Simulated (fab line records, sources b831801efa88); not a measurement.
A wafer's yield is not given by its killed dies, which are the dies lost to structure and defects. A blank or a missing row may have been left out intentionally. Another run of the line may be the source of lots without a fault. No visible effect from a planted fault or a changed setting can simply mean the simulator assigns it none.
Code-filled problem report in 8D (eight disciplines) form :: flow sky130 :: the parts of the form that need people (team, actions taken, sign-off) are left out

## 1. THE PROBLEM
A mean of 0.883 a.u. is read at SKY_PASSIVATION_ETCH_11 for oes_product_au, taken on 1 wafer of 1 lot, against 0.978 a.u. (standard deviation 0.0078) on wafers free of any fault. Relative to the usual mean, that is a shift of -12 standard deviations.
The step: etches the open film in CF4/O2, stops on AlCu, target depth 725 nm, time 161.1 s.
Earliest sighting: wafer L261.5 on rie_diel-04 at day 51 19:51. The record holds 39 wafers of 13 lots with a number at this step. Rule for "out", or "out of limits": more than 4 standard deviations from the usual mean. The rest of the wafers with a number are treated as sound.

## 2. WHAT IT IS, WHAT IT ISN'T
question: which readings at this step
is: oes_product_au
is not: drypump_motor_current_A

question: which lots
is: L261
is not: L244, L245, L246, L248, L249, L251, L252, L258, L259, L265, L266, L267

question: which wafers of those lots
is: L261.5
is not: L261.3, L261.4

question: read on which tools
is: rie_diel-04
is not: rie_diel-01, rie_diel-02

question: when
is: from day 51 19:51
is not: up to then (29 sound wafers); but 9 sound wafers of L265, L266, L267 came after

## 3. THE SUSPECTS, EACH WITH WHAT RULES IT OUT
Counting: a tool at a process step up to the reading stays a suspect if it ran every lot that is out. Sound lots after the first of them don't rule it out here, since some wafers of a struck lot are sound.
- rie_diel-04 at SKY_PASSIVATION_ETCH_11 (etches the open film in CF4/O2, stops on AlCu, target depth 725 nm, time 161.1 s): kept. It ran the lot that is out, L261 (day 51 19:51); its last sound lot up to then is L258 (day 51 08:46). Its own oes_product_au readings are out on those wafers.
- rie_diel-04, SKY_PASSIVATION_ETCH_11: wafers that are out in chamber 2, sound lot-mates in chambers 0, 1.
After counting, what remains is rie_diel-04 at SKY_PASSIVATION_ETCH_11.

## 4. THE CAUSE (what the simulator had put in)
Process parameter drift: rie_diel-04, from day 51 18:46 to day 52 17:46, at SKY_PASSIVATION_ETCH_11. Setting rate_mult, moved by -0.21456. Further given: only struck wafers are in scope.
Counting left only this tool.

## 5. THE CHAIN OF EFFECTS, in route order
Each row: a reading where the mean over the struck wafers with a number is more than 3 standard deviations away from the usual. Readings are gone through only where the record gives a usual standard deviation; hours: the median, over the lots, of the time from a lot's start at the first step in this table giving one to that lot's start at this step; sigmas: the change measured in usual standard deviations.
hours: 0
step: SKY_PASSIVATION_ETCH_11
reading: oes_product_au
usual: 0.978 a.u.
on struck wafers: 0.883
change: -0.095
sigmas: -12

hours: 0
step: SKY_PASSIVATION_ETCH_11
reading: throttle_valve_pct
usual: 5.965 %
on struck wafers: 5.934
change: -0.031
sigmas: -3.3

hours: 0
step: SKY_PASSIVATION_STRIP_12
reading: strip_time_to_endpoint_s
usual: 31.53 s
on struck wafers: 32.72
change: +1.19
sigmas: +6.3
Process steps it contains:
- SKY_PASSIVATION_ETCH_11: etches the open film in CF4/O2, stops on AlCu, target depth 725 nm, time 161.1 s.
- SKY_PASSIVATION_STRIP_12: strips in O2/N2.

## 6. HOW IT WOULD HAVE BEEN CAUGHT EARLIER
In this record the first reading out of limits was taken at day 51 19:51, 1 hour after the fault began at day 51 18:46.
